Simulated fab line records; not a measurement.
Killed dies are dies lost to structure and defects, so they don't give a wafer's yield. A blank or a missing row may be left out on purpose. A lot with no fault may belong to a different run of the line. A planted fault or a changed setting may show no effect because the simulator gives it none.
What tool caused it?	flow sky130	11 lots with 33 wafers sampled at 3 steps, on a route of 708 steps

WHAT THE GAUGES SHOWED, per wafer
SKY_FIELD_ISO_THK_MEAS_25.
lot	measured	on	FIELD_ISO_CVD_24_THK (nm)
L211	day 2 05:51	film_metro-04	591 585 586
L212	day 2 12:27	film_metro-03	595 591 591
L213	day 2 18:42	film_metro-04	587 578 590
L214	day 2 22:17	film_metro-01	587 591 592
L222	day 4 15:39	film_metro-03	586 593 600
L224	day 5 02:14	film_metro-04	602 588 597
L226	day 5 13:58	film_metro-03	587 595 596
L228	day 6 03:40	film_metro-03	589 595 594
L230	day 6 11:29	film_metro-03	588 592 588
L232	day 6 22:57	film_metro-01	599 601 606
L234	day 7 09:08	film_metro-03	594 594 598

SKY_VT_ADJUST_NCORE_CD_MEAS_07: the cd target is 380 nm.
lot	measured	on	cd_nm (nm)
L211	day 8 08:59	cd_sem-02	378.6 383.5 378.8
L212	day 8 21:50	cd_sem-01	380.0 381.5 379.6
L213	day 9 05:53	cd_sem-02	377.6 378.1 377.2
L214	day 9 08:13	cd_sem-02	379.8 378.4 381.1
L222	day 11 17:59	cd_sem-01	377.3 373.2 374.8
L224	day 12 08:19	cd_sem-02	379.4 378.9 378.9
L226	day 13 01:53	cd_sem-01	383.2 383.7 383.0
L228	day 13 22:44	cd_sem-01	382.0 384.8 380.7
L230	day 14 05:25	cd_sem-01	377.1 377.7 378.3
L232	day 14 23:10	cd_sem-02	377.3 378.9 378.4
L234	day 15 09:19	cd_sem-01	379.7 379.6 379.9

WHICH TOOL RAN EACH LOT (tool, then ch and the chambers of the sampled wafers, then the start)
lot	SKY_FIELD_ISO_ETCH_17
L211	rie_si-02 ch 1,2,3, day 2 03:59
L212	rie_si-02 ch 0,1,2, day 2 09:59
L213	rie_si-02 ch 0,2,3, day 2 15:16
L214	rie_si-01 ch 1,3, day 2 20:35
L222	rie_si-01 ch 0,1,3, day 4 13:29
L224	rie_si-02 ch 0,1,2, day 4 23:32
L226	rie_si-02 ch 0,1,2, day 5 10:32
L228	rie_si-02 ch 2,3, day 6 00:34
L230	rie_si-02 ch 0,1,3, day 6 09:17
L232	rie_si-02 ch 0,3, day 6 20:19
L234	rie_si-02 ch 2,3, day 7 07:29
- SKY_FIELD_ISO_ETCH_17: etches Si in HBr/Cl2/O2, target depth 342 nm, time 97.7 s.

AS READ BY THE TOOLS THEMSELVES (means over the sampled wafers that have a number; for cases with no such wafer, the mark the record gives instead)
SKY_FIELD_ISO_ETCH_17.
lot	tool	bias_w (W)	drypump_motor_current_A (A)	mfc_cl2_sccm (sccm)	oes_product_au (a.u.)	throttle_valve_pct (%)
L211	rie_si-02	150.4	5.8	39.98	1.000	25.659
L212	rie_si-02	150.0	5.7	39.92	0.995	25.653
L213	rie_si-02	150.3	5.7	39.80	0.999	25.658
L214	rie_si-01	150.1	6.2	40.05	1.012	25.647
L222	rie_si-01	156.7	6.1	40.07	1.018	25.656
L224	rie_si-02	149.8	5.7	40.06	0.996	25.654
L226	rie_si-02	149.7	5.7	40.05	0.996	25.665
L228	rie_si-02	149.9	5.8	39.94	1.000	25.647
L230	rie_si-02	150.3	5.6	40.04	1.001	25.669
L232	rie_si-02	150.2	5.5	40.18	0.994	25.664
L234	rie_si-02	149.8	5.8	39.82	1.009	25.648

THE ANSWER, worked out from the rows above alone
Rule: the lots themselves supply what counts as usual. Put in order of their means at a reading, lots are off if they are a third of the lots or fewer, leave a main group of 4 or more, and stand apart from it by a gap of 3 or more times the standard deviation of the main group's means; of several such gaps the widest counts. If all means in a main group match to the digits the tables above print for the reading, that group is not used. Also off: a lot with no number at a reading for which 4 or more lots have one. All remaining lots with rows at the step are treated as sound. Order of review: gauges by route order, followed by the tools' own readings, for which a lot's mean as printed above is used. The first step at which some lot is off is used, and at that step the reading that is off furthest; a lot without a number counts as furthest.
Off, at SKY_FIELD_ISO_ETCH_17 on bias_w: L222. Main group: mean 150.1 W, sd 0.23.
A tool fits if, at that step or a process step before it, it ran every lot that is off, and no sound lot after the first of them. One candidate fits, namely rie_si-01 at SKY_FIELD_ISO_ETCH_17. Its last sound lot is L214 (day 2 20:35), its first lot that is off L222 (day 4 13:29): a fault that began between those two fits.
On the lots that are off, the tool's own readings at SKY_FIELD_ISO_ETCH_17 differ by more than 5 times the standard deviation of the sound lots' means, which bears it out; bias_w reads 156.7 W there versus 150.1 W on the sound lots.

WHAT WAS PUT IN BY THE SIMULATOR
rie_si-01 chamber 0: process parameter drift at SKY_FIELD_ISO_ETCH_17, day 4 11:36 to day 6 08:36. From 150, the setting bias_w moved by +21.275. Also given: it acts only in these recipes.
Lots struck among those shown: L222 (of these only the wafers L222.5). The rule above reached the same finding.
